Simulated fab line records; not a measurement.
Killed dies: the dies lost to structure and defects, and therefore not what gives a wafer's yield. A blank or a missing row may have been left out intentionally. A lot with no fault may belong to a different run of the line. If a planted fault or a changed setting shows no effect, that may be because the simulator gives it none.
A struck lot beside a sound one || flow sky130 || 27 steps out of a route of 708
Sound: the wafers L196.1, L196.2, L196.4. Wafers struck: L195.2, L195.3, L195.4. At the end, the cause is stated.
At each step with rows: each side's tool, then ch and its chambers, then its first start. Under that, the readings that differ: sound wafers || struck wafers || difference of the means || sigmas: that difference in standard deviations of wafers without a fault.
alike: words and numbers the same on both sides, and readings whose means are apart by under 2 such deviations; not compared: readings that were withheld, readings missing a value for some wafer, numbers with overlapping values and no deviation given by the record, and bounds like >300 which may hide the same value.
The two part at a step that has a row with sigmas, a row that says differs or no value, or rows on one side only. Numbers that have no deviation but don't overlap get no sigmas and don't part them. A reading missing from all wafers of one side parts the sides only when that side holds two or more wafers.

first, 3 steps without rows for these wafers: SKY_LDD_N_EXPOSE_04 (exposes mask NTM, target cd 840 nm); SKY_LDD_N_PEB_05; SKY_LDD_N_DEVELOP_06 (develop time 60 s).
SKY_LDD_N_OVL_MEAS_07:
  sound: overlay-02 at day 24 20:49; struck: overlay-02 at day 24 13:43
  alike: LDD_N_OVL
then, 8 steps without rows for these wafers: SKY_LDD_N_IMPLANT_08; SKY_LDD_N_IMPLANT_09; SKY_LDD_N_IMPLANT_10; SKY_LDD_N_IMPLANT_11; SKY_LDD_N_IMPLANT_12; SKY_LDD_N_IMPLANT_13; SKY_LDD_N_IMPLANT_14; SKY_LDD_N_IMPLANT_15.
SKY_LDD_N_STRIP_16: strips in O2/N2.
  sound on plasma-asher-01 ch 0,1, day 24 22:02; struck on plasma-asher-04 ch 0,1, day 24 14:56
  no value came back on the struck wafers for any of 6 readings (chamber-pressure-mTorr (mTorr), drypump-motor-current-A (A) and others); on the sound wafers chamber-pressure-mTorr (mTorr) reads 1501.3 1498.3 1498.4
{"reading": "model.NOVOLAK_of_LDD_N_COAT_02.thk-nm (nm)", "sound": "0 0 0", "struck": "299.3 298.7 299", "difference": "+299.0", "sigmas": ""}
  not compared: rf-hours-counter-h
SKY_LDD_N_TW_MEAS_17:
  sound: film-metro-04 at day 24 22:08; struck: film-metro-04 at day 24 15:03
  alike: LDD_N_TW
then, 7 steps without rows for these wafers: SKY_LDD_P_DEHYDRATE_00 (time 60 s); SKY_LDD_P_HMDS_01 (prime time 60 s); SKY_LDD_P_COAT_02 (resist thk 1140 nm); SKY_LDD_P_SOFTBAKE_03 (time 60 s); SKY_LDD_P_EXPOSE_04 (exposes mask PSDM, target cd 380 nm); SKY_LDD_P_PEB_05; SKY_LDD_P_DEVELOP_06 (develop time 60 s).
SKY_LDD_P_CD_MEAS_07: the cd target is 380 nm.
  sound: cd-sem-02 at day 26 02:59; struck: cd-sem-02 at day 25 20:41
  alike: cd-nm
SKY_LDD_P_OVL_MEAS_08:
  sound: overlay-01 at day 26 03:07; struck: overlay-02 at day 25 20:47
  alike: LDD_P_OVL
following that, these wafers have no rows for 1 step: SKY_LDD_P_IMPLANT_09.
SKY_LDD_P_STRIP_10: strips in O2/N2.
  sound on plasma-asher-03 ch 0,1, day 26 03:18; struck on plasma-asher-01 ch 0,1, day 25 20:58
{"reading": "strip-time-to-endpoint-s (s)", "sound": "14.21 14.24 14.18", "struck": "18.73 18.66 18.72", "difference": "+4.49", "sigmas": "+99 or more"}
  alike: chamber-pressure-mTorr, drypump-motor-current-A, n2-flow-sccm, o2-flow-sccm, oes-product-au
  not compared: rf-hours-counter-h
SKY_LDD_P_TW_MEAS_11:
  sound: film-metro-04 at day 26 03:24; struck: film-metro-03 at day 25 21:18
{"reading": "LDD_P_TW", "sound": "627 628 623", "struck": "30 30 30", "difference": -596, "sigmas": -95}
  not compared: hold
SKY_PAD_OPEN_PROBE_99:
  rows exist in the record for the sound wafers here (prober-01, day 50 09:29), none for the struck ones

WHERE THEY PART
Last at SKY_PAD_OPEN_PROBE_99 as far as this record goes, first at SKY_LDD_N_STRIP_16.

WHY: whatever the simulator had introduced
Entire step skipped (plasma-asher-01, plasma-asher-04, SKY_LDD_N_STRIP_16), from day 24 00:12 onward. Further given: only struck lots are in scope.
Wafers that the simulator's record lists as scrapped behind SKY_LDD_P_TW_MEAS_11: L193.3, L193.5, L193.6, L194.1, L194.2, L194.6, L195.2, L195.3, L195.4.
